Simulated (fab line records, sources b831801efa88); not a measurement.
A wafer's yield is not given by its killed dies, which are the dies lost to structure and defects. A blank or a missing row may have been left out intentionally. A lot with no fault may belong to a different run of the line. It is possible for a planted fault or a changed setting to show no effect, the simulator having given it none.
fab line records	flow gf180mcu
record lots=15	wafers=45	last-day=34
route steps=602 shown VT_IMPLANT@135 MVSD@136 NWELL@137 LVPWELL@138 M2@366 V2@397
lots that met no fault: from a run of the same line without faults
start-h: hours from the record's opening day to when the first of the lot's shown wafers began	wait-h: how many hours have passed since the lot's step before this one	" identical to the entry in the row above	L1.1+2: a single row standing in for several wafers	- either no value or no given start	* or withheld: withheld	< > ~ a bound
route shown NAME@n: names a module that has steps shown in the file, with the first one's number in the route	usual: average and standard deviation across the fault-free wafers	same: alike in all rows	chamber/n: place in a boat	sites: the reading at each site	_std_site: their standard deviation	_edge_site: the outer-site mean with the inner-site mean subtracted	radius-mm: for every site, how far away it sits from the centre of the wafer	mask NAME#n: copy n	behind: tool/chamber where the wafer was last shaped	hold: why the lot was held/for how many hours/how that ended	device: which transistor (n, p or np) failed to switch	end of line: the tests these same wafers got at the end of their route	a step with no rows: only its recipe	killed: at the first sort, the dies lost to defects and structure; wafer yield is something else	map: shows each die of a wafer: x if killed, . if not, _ if none is there
set.NAME: the setting that was run; set.NAME@STEP: the one run at that earlier step	model.NAME: the simulator's own value behind a step, which no gauge read
one table for each step of the route and one row for each wafer, over a sample of lots
services: from which hour (start-h, from the record's first day; less than 0 if before it) a tool's chamber was out of use, for how many hours, and why
## steps
# step GF_VT_IMPLANT_RTA_45
# recipe temp-c=1050	time-s=30	ambient=N2
# usual anneal-temp-c-max=1056.7/1.1	chamber-o2-ppm=2.003/0.018	lamp-power-pct=35.5/2.3	wafer_temp_C_max=1054.6/1.7
lot.wafer	tool	chamber	start-h	wait-h	anneal-temp-c-max	chamber-o2-ppm	lamp-power-pct	wafer_temp_C_max
L892.2	rtp-anneal-02	0	169.31	0.0	1057.3	2.000	32.9	1057.0
L892.3	"	0	"	"	1054.7	2.003	32.9	1056.7
L892.4	"	0	"	"	1055.1	2.007	32.9	1054.5
L896.3	rtp-anneal-01	0	187.67	0.0	1056.7	1.976	37.6	1052.8
L896.4	"	0	"	"	1054.9	1.968	37.6	1053.8
L896.5	"	0	"	"	1057.3	1.984	37.6	1053.1
L898.1	rtp-anneal-02	0	203.45	0.0	1055.6	2.003	32.9	1058.1
L898.4	"	0	"	"	1055.8	1.986	32.9	1055.3
L898.6	"	0	"	"	1055.7	2.030	32.9	1057.7
L899.4	rtp-anneal-02	-	208.00	0.1	-	-	-	-
L899.5	"	-	"	"	-	-	-	-
L899.6	"	-	"	"	-	-	-	-
L900.1	rtp-anneal-01	-	215.94	0.0	-	-	-	-
L900.2	"	-	"	"	-	-	-	-
L900.6	"	-	"	"	-	-	-	-
L901.2	rtp-anneal-01	-	221.61	0.0	-	-	-	-
L901.4	"	-	"	"	-	-	-	-
L901.5	"	-	"	"	-	-	-	-
L906.2	rtp-anneal-02	0	255.41	0.0	1058.3	1.981	32.9	1057.8
L906.5	"	0	"	"	1056.1	1.981	32.9	1056.7
L906.6	"	0	"	"	1055.6	1.993	32.9	1056.8
L907.1	rtp-anneal-02	0	264.09	0.0	1058.2	2.007	32.9	1058.0
L907.2	"	0	"	"	1056.9	1.956	32.9	1055.9
L907.5	"	0	"	"	1055.2	2.013	33.0	1056.5
L908.1	rtp-anneal-02	0	269.10	0.0	1055.1	1.997	32.9	1054.1
L908.3	"	0	"	"	1057.2	2.003	32.9	1056.4
L908.4	"	0	"	"	1056.0	1.974	32.9	1053.8
L909.2	rtp-anneal-01	0	274.66	0.0	1055.6	1.987	37.6	1052.8
L909.4	"	0	"	"	1054.9	2.028	37.7	1052.6
L909.5	"	0	"	"	1057.3	2.002	37.6	1053.6
L910.1	rtp-anneal-01	0	284.09	0.0	1058.6	1.996	37.6	1053.7
L910.3	"	0	"	"	1056.3	2.023	37.6	1053.0
L910.6	"	0	"	"	1056.2	2.026	37.6	1052.7
L911.1	rtp-anneal-01	0	289.29	0.0	1056.2	2.018	37.7	1054.0
L911.4	"	0	"	"	1056.9	1.995	37.6	1054.1
L911.6	"	0	"	"	1056.8	1.977	37.5	1054.8
L912.2	rtp-anneal-01	0	297.86	0.0	1056.7	1.989	37.6	1053.0
L912.4	"	0	"	"	1056.1	1.985	37.6	1053.2
L912.6	"	0	"	"	1055.4	1.969	37.7	1053.1
L913.1	rtp-anneal-01	0	303.30	0.0	1055.3	2.015	37.6	1052.7
L913.2	"	0	"	"	1055.7	2.039	37.7	1053.0
L913.5	"	0	"	"	1055.7	2.038	37.7	1053.1
L914.1	rtp-anneal-01	0	309.49	0.0	1057.3	2.006	37.6	1055.0
L914.3	"	0	"	"	1057.6	1.997	37.6	1053.2
L914.6	"	0	"	"	1055.8	1.996	37.6	1052.3
# step GF_VT_IMPLANT_RS_MEAS_46
# recipe thk-meas-gauge=four-point-probe
# usual MVSD_RS=456.7/1.2
lot.wafer	tool	chamber	start-h	wait-h	MVSD_RS[ohm/sq]
L892.2	film-metro-03	-	169.41	0.1	458.7
L892.3	"	-	"	"	458.3
L892.4	"	-	"	"	457.0
L896.3	film-metro-02	-	187.78	0.1	457.0
L896.4	"	-	"	"	457.4
L896.5	"	-	"	"	456.9
L898.1	film-metro-03	-	203.55	0.1	454.9
L898.4	"	-	"	"	455.5
L898.6	"	-	"	"	454.7
L899.4	film-metro-03	-	208.11	0.1	132.7
L899.5	"	-	"	"	132.4
L899.6	"	-	"	"	132.8
L900.1	film-metro-02	-	216.04	0.1	132.9
L900.2	"	-	"	"	133.0
L900.6	"	-	"	"	133.1
L901.2	film-metro-01	-	221.71	0.1	133.1
L901.4	"	-	"	"	133.1
L901.5	"	-	"	"	133.1
L906.2	film-metro-01	-	255.52	0.1	456.3
L906.5	"	-	"	"	457.3
L906.6	"	-	"	"	456.7
L907.1	film-metro-01	-	264.19	0.1	456.4
L907.2	"	-	"	"	454.9
L907.5	"	-	"	"	455.5
L908.1	film-metro-01	-	269.20	0.1	458.5
L908.3	"	-	"	"	457.6
L908.4	"	-	"	"	459.8
L909.2	film-metro-02	-	274.76	0.1	456.6
L909.4	"	-	"	"	456.7
L909.5	"	-	"	"	457.3
L910.1	film-metro-01	-	284.19	0.1	457.5
L910.3	"	-	"	"	456.4
L910.6	"	-	"	"	457.0
L911.1	film-metro-03	-	289.39	0.1	455.4
L911.4	"	-	"	"	455.2
L911.6	"	-	"	"	454.2
L912.2	film-metro-01	-	297.96	0.1	456.1
L912.4	"	-	"	"	457.0
L912.6	"	-	"	"	456.4
L913.1	film-metro-01	-	303.40	0.1	458.0
L913.2	"	-	"	"	458.4
L913.5	"	-	"	"	457.6
L914.1	film-metro-02	-	309.59	0.1	455.0
L914.3	"	-	"	"	455.8
L914.6	"	-	"	"	456.0
# step GF_VT_IMPLANT_RS_MEAS_47
# recipe thk-meas-gauge=four-point-probe
# usual NWELL_RS=488.1/1.4
lot.wafer	tool	chamber	start-h	wait-h	NWELL_RS[ohm/sq]
L892.2	film-metro-03	-	169.53	0.1	488.1
L892.3	"	-	"	"	485.9
L892.4	"	-	"	"	486.7
L896.3	film-metro-02	-	187.90	0.1	487.6
L896.4	"	-	"	"	487.6
L896.5	"	-	"	"	489.1
L898.1	film-metro-03	-	203.67	0.1	486.6
L898.4	"	-	"	"	486.8
L898.6	"	-	"	"	488.3
L899.4	film-metro-03	-	208.23	0.1	132.7
L899.5	"	-	"	"	132.9
L899.6	"	-	"	"	132.5
L900.1	film-metro-02	-	216.16	0.1	133.0
L900.2	"	-	"	"	132.8
L900.6	"	-	"	"	132.7
L901.2	film-metro-01	-	221.83	0.1	132.9
L901.4	"	-	"	"	133.1
L901.5	"	-	"	"	132.8
L906.2	film-metro-01	-	255.64	0.1	490.0
L906.5	"	-	"	"	489.8
L906.6	"	-	"	"	488.6
L907.1	film-metro-01	-	264.31	0.1	488.0
L907.2	"	-	"	"	488.0
L907.5	"	-	"	"	486.6
L908.1	film-metro-01	-	269.32	0.1	489.3
L908.3	"	-	"	"	489.3
L908.4	"	-	"	"	489.1
L909.2	film-metro-02	-	274.88	0.1	486.6
L909.4	"	-	"	"	485.2
L909.5	"	-	"	"	487.1
L910.1	film-metro-01	-	284.31	0.1	489.9
L910.3	"	-	"	"	490.2
L910.6	"	-	"	"	491.1
L911.1	film-metro-03	-	289.51	0.1	487.0
L911.4	"	-	"	"	486.4
L911.6	"	-	"	"	486.9
L912.2	film-metro-01	-	298.08	0.1	488.8
L912.4	"	-	"	"	490.0
L912.6	"	-	"	"	488.0
L913.1	film-metro-01	-	303.52	0.1	489.6
L913.2	"	-	"	"	488.4
L913.5	"	-	"	"	487.5
L914.1	film-metro-02	-	309.71	0.1	488.2
L914.3	"	-	"	"	488.1
L914.6	"	-	"	"	487.4
# step GF_VT_IMPLANT_RS_MEAS_48
# recipe thk-meas-gauge=four-point-probe
# usual LVPWELL_RS=1197/3.4
lot.wafer	tool	chamber	start-h	wait-h	LVPWELL_RS[ohm/sq]
L892.2	film-metro-03	-	169.65	0.1	1198
L892.3	"	-	"	"	1197
L892.4	"	-	"	"	1195
L896.3	film-metro-02	-	188.02	0.1	1195
L896.4	"	-	"	"	1199
L896.5	"	-	"	"	1193
L898.1	film-metro-03	-	203.79	0.1	1198
L898.4	"	-	"	"	1196
L898.6	"	-	"	"	1197
L899.4	film-metro-03	-	208.35	0.1	133
L899.5	"	-	"	"	133
L899.6	"	-	"	"	133
L900.1	film-metro-02	-	216.28	0.1	133
L900.2	"	-	"	"	133
L900.6	"	-	"	"	133
L901.2	film-metro-01	-	221.95	0.1	133
L901.4	"	-	"	"	133
L901.5	"	-	"	"	133
L906.2	film-metro-01	-	255.76	0.1	1202
L906.5	"	-	"	"	1204
L906.6	"	-	"	"	1200
L907.1	film-metro-01	-	264.43	0.1	1195
L907.2	"	-	"	"	1196
L907.5	"	-	"	"	1193
L908.1	film-metro-01	-	269.44	0.1	1198
L908.3	"	-	"	"	1198
L908.4	"	-	"	"	1198
L909.2	film-metro-02	-	275.00	0.1	1189
L909.4	"	-	"	"	1196
L909.5	"	-	"	"	1193
L910.1	film-metro-01	-	284.43	0.1	1196
L910.3	"	-	"	"	1193
L910.6	"	-	"	"	1193
L911.1	film-metro-03	-	289.63	0.1	1191
L911.4	"	-	"	"	1191
L911.6	"	-	"	"	1195
L912.2	film-metro-01	-	298.20	0.1	1202
L912.4	"	-	"	"	1194
L912.6	"	-	"	"	1200
L913.1	film-metro-01	-	303.64	0.1	1196
L913.2	"	-	"	"	1197
L913.5	"	-	"	"	1195
L914.1	film-metro-02	-	309.83	0.1	1195
L914.3	"	-	"	"	1194
L914.6	"	-	"	"	1196
# step GF_M2_SPUTTER_04
# recipe material=TiN	target-thk-nm=50	power-w=6500	time-s=41.7	chamber-pressure-pa=0.4
# usual cathode-dc-power-W=6499.9/1.3	throttle-valve-pct=30.2/1
lot.wafer	tool	chamber	start-h	wait-h	cathode-dc-power-W	throttle-valve-pct
L892.2	pvd-sputter-02	-	426.91	0.0	6501.6	29.9
L892.3	"	-	"	"	6500.5	31.1
L892.4	"	-	"	"	6499.4	30.7
L896.3	pvd-sputter-02	-	456.62	0.0	6499.0	30.5
L896.4	"	-	"	"	6498.7	30.8
L896.5	"	-	"	"	6500.1	31.0
L898.1	pvd-sputter-02	-	477.68	0.0	6498.0	30.3
L898.4	"	-	"	"	6500.7	30.9
L898.6	"	-	"	"	6498.7	29.8
L906.2	pvd-sputter-02	-	544.89	0.0	6496.9	30.9
L906.5	"	-	"	"	6502.1	29.7
L906.6	"	-	"	"	6500.4	31.0
L907.1	pvd-sputter-04	-	553.75	0.0	6502.2	27.4
L907.2	"	-	"	"	6499.6	30.7
L907.5	"	-	"	"	6500.1	30.5
L908.1	pvd-sputter-04	-	560.03	0.0	6501.6	30.3
L908.3	"	-	"	"	6499.2	27.7
L908.4	"	-	"	"	6499.1	30.8
L909.2	pvd-sputter-02	-	563.63	0.0	6498.3	30.7
L909.4	"	-	"	"	6501.7	31.0
L909.5	"	-	"	"	6501.4	31.1
L910.1	pvd-sputter-02	-	578.54	0.0	6498.1	30.6
L910.3	"	-	"	"	6500.8	30.2
L910.6	"	-	"	"	6498.8	30.5
L911.1	pvd-sputter-02	-	581.53	0.0	6501.2	30.4
L911.4	"	-	"	"	6502.2	31.2
L911.6	"	-	"	"	6498.9	31.0
L912.2	pvd-sputter-02	-	590.83	0.0	6499.0	30.6
L912.4	"	-	"	"	6499.5	30.9
L912.6	"	-	"	"	6501.8	30.3
L913.1	pvd-sputter-04	-	595.22	0.0	6500.0	30.7
L913.2	"	-	"	"	6498.9	30.4
L913.5	"	-	"	"	6499.8	30.6
L914.1	pvd-sputter-03	-	604.01	0.0	6500.5	28.9
L914.3	"	-	"	"	6501.8	30.4
L914.6	"	-	"	"	6499.3	28.9
# step GF_M2_RS_MEAS_05
# recipe thk-meas-gauge=four-point-probe	reads=TiN_of_M2_SPUTTER_04+Ti_of_M2_SPUTTER_03+AlCu_of_M2_SPUTTER_02+TiN_of_M2_SPUTTER_01+Ti_of_M2_SPUTTER_00
# usual M2_ALCU_RS=0.0696/0.00062
lot.wafer	tool	chamber	start-h	wait-h	M2_ALCU_RS[ohm/sq]
L892.2	film-metro-01	-	426.97	0.0	0.0698
L892.3	"	-	"	"	0.0694
L892.4	"	-	"	"	0.0688
L896.3	film-metro-04	-	456.70	0.1	0.0705
L896.4	"	-	"	"	0.0696
L896.5	"	-	"	"	0.0693
L898.1	film-metro-01	-	477.72	0.0	0.0706
L898.4	"	-	"	"	0.0697
L898.6	"	-	"	"	0.0698
L906.2	film-metro-02	-	544.95	0.0	0.0679
L906.5	"	-	"	"	0.0685
L906.6	"	-	"	"	0.0686
L907.1	film-metro-02	-	553.79	0.0	0.0691
L907.2	"	-	"	"	0.0688
L907.5	"	-	"	"	0.0692
L908.1	film-metro-01	-	560.07	0.0	0.0699
L908.3	"	-	"	"	0.0699
L908.4	"	-	"	"	0.0704
L909.2	film-metro-02	-	563.69	0.0	0.0694
L909.4	"	-	"	"	0.0696
L909.5	"	-	"	"	0.0692
L910.1	film-metro-02	-	578.58	0.0	0.0701
L910.3	"	-	"	"	0.0706
L910.6	"	-	"	"	0.0706
L911.1	film-metro-01	-	581.57	0.0	0.0708
L911.4	"	-	"	"	0.0704
L911.6	"	-	"	"	0.0703
L912.2	film-metro-01	-	590.89	0.0	0.0693
L912.4	"	-	"	"	0.0702
L912.6	"	-	"	"	0.0693
L913.1	film-metro-01	-	595.26	0.0	0.0705
L913.2	"	-	"	"	0.0703
L913.5	"	-	"	"	0.0696
L914.1	film-metro-02	-	604.05	0.0	0.0688
L914.3	"	-	"	"	0.0689
L914.6	"	-	"	"	0.0687
# step GF_V2_OVL_MEAS_15
# usual V2_OVL=0/4.7
lot.wafer	tool	chamber	start-h	wait-h	V2_OVL[nm]
L892.2	overlay-02	-	477.12	0.1	-6
L892.3	"	-	"	"	-5
L892.4	"	-	"	"	-1
L896.3	overlay-02	-	505.86	0.1	-2
L896.4	"	-	"	"	-1
L896.5	"	-	"	"	0
L898.1	overlay-01	-	525.72	0.1	2
L898.4	"	-	"	"	12
L898.6	"	-	"	"	8
L906.2	overlay-01	-	590.46	0.1	-4
L906.5	"	-	"	"	0
L906.6	"	-	"	"	3
L907.1	overlay-02	-	599.02	0.1	0
L907.2	"	-	"	"	9
L907.5	"	-	"	"	2
L908.1	overlay-01	-	605.10	0.1	-3
L908.3	"	-	"	"	-3
L908.4	"	-	"	"	-1
L909.2	overlay-02	-	608.20	0.1	3
L909.4	"	-	"	"	4
L909.5	"	-	"	"	1
L910.1	overlay-02	-	623.16	0.1	-7
L910.3	"	-	"	"	1
L910.6	"	-	"	"	0
L911.1	overlay-02	-	625.60	0.1	-1
L911.4	"	-	"	"	4
L911.6	"	-	"	"	2
L912.2	overlay-01	-	634.62	0.1	2
L912.4	"	-	"	"	5
L912.6	"	-	"	"	5
L913.1	overlay-01	-	636.76	0.1	-1
L913.2	"	-	"	"	-7
L913.5	"	-	"	"	-2
L914.1	overlay-01	-	646.10	0.1	-2
L914.3	"	-	"	"	-3
L914.6	"	-	"	"	2
## services
tool	chamber	start-h	hours	kind
pvd-sputter-02	-	155.92	1.1	repair
pvd-sputter-03	-	195.96	2.7	repair
pvd-sputter-03	1	212.21	-	consumable-replace:kit
pvd-sputter-03	1	212.21	18.0	scheduled-down
pvd-sputter-03	1	212.21	18.0	vent-cycle
pvd-sputter-04	1	233.74	-	consumable-replace:kit
pvd-sputter-04	1	233.74	18.0	scheduled-down
pvd-sputter-04	1	233.74	18.0	vent-cycle
pvd-sputter-04	-	279.14	3.1	repair
pvd-sputter-02	0	292.65	-	consumable-replace:kit
pvd-sputter-02	0	292.65	18.0	scheduled-down
pvd-sputter-02	0	292.65	18.0	vent-cycle
pvd-sputter-04	-	293.73	4.6	repair
pvd-sputter-02	-	398.17	1.7	repair
pvd-sputter-03	0	409.18	-	consumable-replace:kit
pvd-sputter-03	0	409.18	18.0	scheduled-down
pvd-sputter-03	0	409.18	18.0	vent-cycle
pvd-sputter-04	0	445.62	-	consumable-replace:kit
pvd-sputter-04	0	445.62	18.0	scheduled-down
pvd-sputter-04	0	445.62	18.0	vent-cycle
pvd-sputter-02	-	518.16	1.0	repair
## key
first-sign step=GF_VT_IMPLANT_RTA_45	reading=tool-record	direction=missing
effect step=GF_VT_IMPLANT_RS_MEAS_46	reading=MVSD_RS	direction=down	sigmas=99+	usual=456.7	struck=132.9
effect step=GF_VT_IMPLANT_RS_MEAS_47	reading=NWELL_RS	direction=down	sigmas=99+	usual=488.1	struck=132.8
effect step=GF_VT_IMPLANT_RS_MEAS_48	reading=LVPWELL_RS	direction=down	sigmas=99+	usual=1197	struck=133
met-at GF_VT_IMPLANT_RTA_45
struck-lots L899,L900,L901
later-rows-left-out L899.4,L899.5,L899.6,L900.1,L900.2,L900.6,L901.2,L901.4,L901.5
sort-left-out L899.4,L899.5,L899.6,L900.1,L900.2,L900.6,L901.2,L901.4,L901.5
tester-left-out L899,L900,L901
not-acting-at GF_M2_SPUTTER_04,GF_M2_RS_MEAS_05,GF_V2_OVL_MEAS_15
onset-between 203.45 208.00
fault kind=skipped-step-whole	tool=rtp-anneal-01,rtp-anneal-02	chamber=-	onset-h=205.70	steps=GF_VT_IMPLANT_RTA_45	scope=struck-lots-only
# tester-left-out: of these lots the tester's yield and bins aren't shown, on N5 and GAA mostly nor the transistor test; their killed dies are dies lost to structure and defects alone, not to doping, threshold or leakage, so they don't give the yield
# sort-left-out: the simulated sort isn't trusted on such a fault, so these wafers' sort isn't shown, and their yield isn't known
# later-rows-left-out: the simulator's readings of these wafers behind a module that went badly wrong aren't trusted and aren't shown, but for the sort
